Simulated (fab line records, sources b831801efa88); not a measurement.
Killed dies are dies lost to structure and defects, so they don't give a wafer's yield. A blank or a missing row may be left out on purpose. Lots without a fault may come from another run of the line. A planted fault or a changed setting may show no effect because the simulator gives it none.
Which tool did it? | flow gf180mcu | 11 lots, 32 wafers sampled, at 2 steps of a route of 602

WHAT THE GAUGES READ, wafer by wafer
GF_STI_THK_MEAS_24.
lot  | measured    | on            | STI_CVD_23_THK (nm)
L434 | day 2 03:40 | film_metro-01 | 649 653 646
L435 | day 2 11:11 | film_metro-03 | 654 660 659
L437 | day 2 19:28 | film_metro-04 | 648 643 650
L438 | day 3 01:17 | film_metro-04 | 645 661 657
L440 | day 3 10:33 | film_metro-03 | 645 649 638
L442 | day 3 21:00 | film_metro-04 | 652 649 635
L447 | day 4 23:23 | film_metro-03 | 652 547
L448 | day 5 04:35 | film_metro-01 | 644 642 538
L454 | day 6 14:08 | film_metro-04 | 649 645 643
L455 | day 6 19:11 | film_metro-01 | 636 638 645
L456 | day 6 22:46 | film_metro-01 | 641 638 649

WHICH TOOL RAN EACH LOT (tool, then ch and the chambers of the sampled wafers, then the start)
lot  | GF_STI_CVD_23
L434 | hdpcvd-02 ch 1,2, day 2 03:35
L435 | hdpcvd-01 ch 0,2, day 2 11:06
L437 | hdpcvd-01 ch 1,2, day 2 19:22
L438 | hdpcvd-02 ch 1,2, day 3 01:13
L440 | hdpcvd-02 ch 0,1,2, day 3 10:27
L442 | hdpcvd-02 ch 0,1, day 3 20:55
L447 | hdpcvd-01 ch 0,2, day 4 23:17
L448 | hdpcvd-01 ch 0,1,2, day 5 04:30
L454 | hdpcvd-02 ch 1,2, day 6 14:04
L455 | hdpcvd-02 ch 0,1, day 6 19:05
L456 | hdpcvd-02 ch 0,1, day 6 22:40
- GF_STI_CVD_23: deposits SiO2, target thk 650 nm, time 108.3 s.

WHAT THE TOOLS THEMSELVES READ (means of the sampled wafers that have a number; where no wafer has one, the mark that the record gives instead)
The record holds no such reading with a usual standard deviation.

THE ANSWER, worked out from the rows above alone
Rule: what is usual is taken from the lots themselves. Put in order of their means at a reading, lots are off if they are a third of the lots or fewer, leave a main group of 4 or more, and stand apart from it by a gap of 3 or more times the standard deviation of the main group's means; of several such gaps the widest counts. A main group whose means are all the same, to the digits that the tables above print for the reading, isn't used. A lot without any number at a reading at which 4 lots or more have one is off too. The other lots that the step has rows for count as sound. The gauges are gone through in route order, then the tools' own readings, and for those a lot's mean is taken as printed above. The first step at which some lot is off is used, and at that step the reading that is off furthest; a lot without a number counts as furthest.
Off: L447, L448, at GF_STI_THK_MEAS_24 (STI_CVD_23_THK). The main group: mean 647 nm, standard deviation 5.4.
A tool fits if, at a process step before that reading, it ran every lot that is off, and no sound lot after the first of them. The gauges at GF_STI_THK_MEAS_24 are tried like those tools. One fits: hdpcvd-01 at GF_STI_CVD_23. Its last sound lot is L437 (day 2 19:22), its first lot that is off L447 (day 4 23:17): a fault that began between those two fits.

WHAT THE SIMULATOR HAD PUT IN
Process parameter drift: hdpcvd-01, from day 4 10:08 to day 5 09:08, at GF_STI_CVD_23. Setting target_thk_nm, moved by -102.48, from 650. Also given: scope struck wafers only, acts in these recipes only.
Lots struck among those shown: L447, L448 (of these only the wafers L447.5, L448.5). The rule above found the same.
